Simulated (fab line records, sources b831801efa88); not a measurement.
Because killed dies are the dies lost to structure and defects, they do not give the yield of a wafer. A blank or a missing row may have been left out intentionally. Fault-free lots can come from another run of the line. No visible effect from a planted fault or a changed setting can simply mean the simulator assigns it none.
Chamber matching | flow sky130 | cmp-02 running SKY_FIELD_ISO_CMP_27: 4 sister chambers
The step polishes, stops on Si3N4, t overpolish 16 s, target thk 457.8 nm. 14 wafers are shown with their chamber, then 7 later ones without.

## WAFERS WITH THEIR CHAMBER
wafer  | chamber | motor_current_A (A) | time_to_endpoint_s (s) | retaining_ring_pressure_frac
L668.2 | 3       | 15.1                | 109                    | 1.005
L668.4 | 0       | 9.1                 | 117                    | 0.991
L668.5 | 3       | 15.4                | 108                    | 0.994
L670.1 | 2       | 12.3                | 113                    | 0.999
L670.4 | 0       | 9.5                 | 112                    | 1.002
L670.6 | 1       | 13.0                | 113                    | 0.996
L671.1 | 3       | 14.6                | 114                    | 1.006
L671.2 | 2       | 12.1                | 112                    | 1.010
L671.6 | 0       | 9.1                 | 110                    | 0.994
L672.1 | 2       | 11.4                | 116                    | 1.006
L672.4 | 0       | 9.4                 | 114                    | 1.010
L672.6 | 3       | 14.7                | 109                    | 0.996
L675.3 | 1       | 12.7                | 117                    | 1.010
L675.4 | 3       | 15.6                | 114                    | 0.996

SIGNATURES (averages over the wafers above)
reading                      | chamber 0 | chamber 1 | chamber 2 | chamber 3 | scatter within a chamber
motor_current_A              | 9.275     | 12.850    | 11.933    | 15.080    | 0.37
time_to_endpoint_s           | 113.25    | 115.00    | 113.67    | 110.80    | 2.8
retaining_ring_pressure_frac | 0.99925   | 1.00300   | 1.00500   | 0.99940   | 0.00711
Rule: for a wafer and a chamber, the distance is found by dividing, reading by reading, the gap between the wafer's reading and the chamber's mean by the reading's scatter, squaring, summing and taking the root. The wafer belongs to the nearest chamber; if the next one is less than 2 further off, it can't be placed. The scatter: take each reading less its chamber's mean, square it, sum over the shown wafers, divide by the number of wafers less the number of chambers, and take the root.

## WAFERS MISSING THEIR CHAMBER
wafer  | motor_current_A (A) | time_to_endpoint_s (s) | retaining_ring_pressure_frac
L675.6 | 11.9                | 116                    | 1.000
L683.2 | 14.7                | 120                    | 0.993
L683.3 | 11.7                | 117                    | 0.997
L683.6 | 14.4                | 115                    | 1.002
L689.1 | 12.7                | 116                    | 0.999
L689.4 | 14.8                | 112                    | 1.002
L689.6 | 13.2                | 116                    | 0.997

## THE CHAMBER EACH PASSED THROUGH
wafer  | from the rows above     | in truth
L675.6 | can't be placed: 2 or 1 | 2
L683.2 | can't be placed: 3 or 1 | 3
L683.3 | can't be placed: 2 or 1 | 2
L683.6 | can't be placed: 3 or 1 | 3
L689.1 | can't be placed: 1 or 2 | 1
L689.4 | 3                       | 3
L689.6 | 1                       | 1
Correctly placed: 2 of 7. Cannot be placed on the basis of these rows: 5; the candidates contain the true chamber in 5. Placed wrongly: 0.
